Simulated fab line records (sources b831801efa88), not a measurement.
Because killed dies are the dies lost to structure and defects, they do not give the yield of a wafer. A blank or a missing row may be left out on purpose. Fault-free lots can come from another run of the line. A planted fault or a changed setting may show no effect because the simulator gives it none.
Which tool was responsible? / flow sky130 / 33 wafers from 12 lots sampled at 4 of the route's 708 steps

WHAT THE GAUGES READ, wafer by wafer
SKY_LDD_N_TW_MEAS_17.
lot=L306; measured=day 17 10:49; on=film-metro-03; LDD_N_TW=2554 2561 2539
lot=L307; measured=day 17 21:40; on=film-metro-01; LDD_N_TW=2597 2610 2590
lot=L310; measured=day 19 01:41; on=film-metro-03; LDD_N_TW=2559 2549 2548
lot=L313; measured=day 21 03:17; on=film-metro-04; LDD_N_TW=2600 2608 2605
lot=L315; measured=day 21 07:16; on=film-metro-04; LDD_N_TW=2605 2603 2617
lot=L316; measured=day 21 17:07; on=film-metro-03; LDD_N_TW=2555 2547 2552
lot=L317; measured=day 22 01:58; on=film-metro-04; LDD_N_TW=2633 2616
lot=L320; measured=day 23 04:00; on=film-metro-04; LDD_N_TW=2603 2610
lot=L322; measured=day 23 16:35; on=film-metro-01; LDD_N_TW=2602 2605
lot=L326; measured=day 25 07:17; on=film-metro-03; LDD_N_TW=2544 2553 2559
lot=L327; measured=day 25 15:43; on=film-metro-03; LDD_N_TW=2541 2543 2554
lot=L329; measured=day 25 20:34; on=film-metro-01; LDD_N_TW=2609 2611 2599

SKY_LDD_HVP_TW_MEAS_10.
lot=L306; measured=day 21 04:19; on=film-metro-03; LDD_HVP_TW=451 448 452
lot=L307; measured=day 21 15:13; on=film-metro-03; LDD_HVP_TW=449 450 447
lot=L310; measured=day 22 20:05; on=film-metro-03; LDD_HVP_TW=454 453 453
lot=L313; measured=day 24 21:58; on=film-metro-02; LDD_HVP_TW=460 458 459
lot=L315; measured=day 25 00:50; on=film-metro-02; LDD_HVP_TW=452 452 454
lot=L316; measured=day 25 12:07; on=film-metro-03; LDD_HVP_TW=447 449 450
lot=L317; measured=day 25 21:22; on=film-metro-02; LDD_HVP_TW=455 452
lot=L320; measured=day 26 20:57; on=film-metro-02; LDD_HVP_TW=453 455
lot=L322; measured=day 27 08:37; on=film-metro-04; LDD_HVP_TW=461 461
lot=L326; measured=day 28 23:01; on=film-metro-02; LDD_HVP_TW=455 455 456
lot=L327; measured=day 29 07:22; on=film-metro-03; LDD_HVP_TW=450 448 450
lot=L329; measured=day 29 11:37; on=film-metro-03; LDD_HVP_TW=450 451 450

SKY_SD_N_CD_MEAS_07: target cd 380 nm.
lot=L306; measured=day 27 10:49; on=cd-sem-01; cd-nm (nm)=380.3 380.0 381.2
lot=L307; measured=day 27 22:13; on=cd-sem-01; cd-nm (nm)=380.2 380.4 378.0
lot=L310; measured=day 29 00:10; on=cd-sem-02; cd-nm (nm)=387.0 386.0 381.8
lot=L313; measured=day 30 23:01; on=cd-sem-01; cd-nm (nm)=381.3 381.3 380.0
lot=L315; measured=day 31 02:20; on=cd-sem-01; cd-nm (nm)=379.6 380.8 382.7
lot=L316; measured=day 31 12:49; on=cd-sem-01; cd-nm (nm)=379.9 378.3 377.7
lot=L317; measured=day 31 20:34; on=cd-sem-02; cd-nm (nm)=413.7 378.1
lot=L320; measured=day 32 20:44; on=cd-sem-01; cd-nm (nm)=419.5 380.7
lot=L322; measured=day 33 07:08; on=cd-sem-02; cd-nm (nm)=419.5 383.3
lot=L326; measured=day 34 18:43; on=cd-sem-02; cd-nm (nm)=383.6 381.0 382.3
lot=L327; measured=day 35 01:44; on=cd-sem-01; cd-nm (nm)=377.3 376.7 374.5
lot=L329; measured=day 35 05:40; on=cd-sem-01; cd-nm (nm)=378.2 376.2 379.7

EACH LOT AND THE TOOL THAT RAN IT (in order: tool; ch and the chambers of the sampled wafers; start)
lot=L306; SKY_SD_N_COAT_02=litho-track-01 ch 0, day 26 19:46
lot=L307; SKY_SD_N_COAT_02=litho-track-01 ch 0, day 27 07:01
lot=L310; SKY_SD_N_COAT_02=litho-track-01 ch 0, day 28 10:07
lot=L313; SKY_SD_N_COAT_02=litho-track-02 ch 0, day 30 09:13
lot=L315; SKY_SD_N_COAT_02=litho-track-01 ch 0, day 30 12:50
lot=L316; SKY_SD_N_COAT_02=litho-track-01 ch 0, day 30 22:25
lot=L317; SKY_SD_N_COAT_02=litho-track-01 ch 0, day 31 06:55
lot=L320; SKY_SD_N_COAT_02=litho-track-01 ch 0, day 32 07:05
lot=L322; SKY_SD_N_COAT_02=litho-track-01 ch 0, day 32 17:31
lot=L326; SKY_SD_N_COAT_02=litho-track-03 ch 0, day 34 05:38
lot=L327; SKY_SD_N_COAT_02=litho-track-03 ch 0, day 34 12:20
lot=L329; SKY_SD_N_COAT_02=litho-track-03 ch 0, day 34 15:38
- SKY_SD_N_COAT_02: resist thk 1140 nm.

WHAT THE TOOLS THEMSELVES READ (means of the sampled wafers that have a number; where no wafer has one, the mark that the record gives instead)
SKY_SD_N_COAT_02.
lot=L306; tool=litho-track-01; spin-speed-rpm (rpm)=2998.6
lot=L307; tool=litho-track-01; spin-speed-rpm (rpm)=3000.2
lot=L310; tool=litho-track-01; spin-speed-rpm (rpm)=2999.0
lot=L313; tool=litho-track-02; spin-speed-rpm (rpm)=3001.7
lot=L315; tool=litho-track-01; spin-speed-rpm (rpm)=3000.8
lot=L316; tool=litho-track-01; spin-speed-rpm (rpm)=2997.5
lot=L317; tool=litho-track-01; spin-speed-rpm (rpm)=2998.1
lot=L320; tool=litho-track-01; spin-speed-rpm (rpm)=2999.9
lot=L322; tool=litho-track-01; spin-speed-rpm (rpm)=2999.8
lot=L326; tool=litho-track-03; spin-speed-rpm (rpm)=2998.1
lot=L327; tool=litho-track-03; spin-speed-rpm (rpm)=2999.8
lot=L329; tool=litho-track-03; spin-speed-rpm (rpm)=3000.3

THE ANSWER, worked out from the rows above alone
Rule: the usual values come from the lots themselves. Put in order of their means at a reading, lots are off if they are a third of the lots or fewer, leave a main group of 4 or more, and stand apart from it by a gap of 3 or more times the standard deviation of the main group's means; of several such gaps the widest counts. If all means in a main group match to the digits the tables above print for the reading, that group is not used. Also off: a lot with no number at a reading for which 4 or more lots have one. Where the step has rows for the other lots, those lots are counted as sound. First the gauges in route order, then the tools' own readings, where a lot's mean is used as printed above. At the first step where some lot is off, the reading lying furthest off is the one used; lots without a number count as furthest.
Off at SKY_SD_N_CD_MEAS_07 (cd-nm): L317, L320, L322. The main group has a mean of 380.2 nm with a standard deviation of 2.4.
A tool fits if, at a process step before that reading, it ran every lot that is off, and no sound lot after the first of them. Gauges at SKY_SD_N_CD_MEAS_07: tried the same way as those tools. One fits: SKY_SD_N_COAT_02 on litho-track-01. A fault onset in the window from L316 (day 30 22:25, its last sound lot) to L317 (day 31 06:55, its first lot off) fits.

WHAT THE SIMULATOR HAD PUT IN
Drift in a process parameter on litho-track-01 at SKY_SD_N_COAT_02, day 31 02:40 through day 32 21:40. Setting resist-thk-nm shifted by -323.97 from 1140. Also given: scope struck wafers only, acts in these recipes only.
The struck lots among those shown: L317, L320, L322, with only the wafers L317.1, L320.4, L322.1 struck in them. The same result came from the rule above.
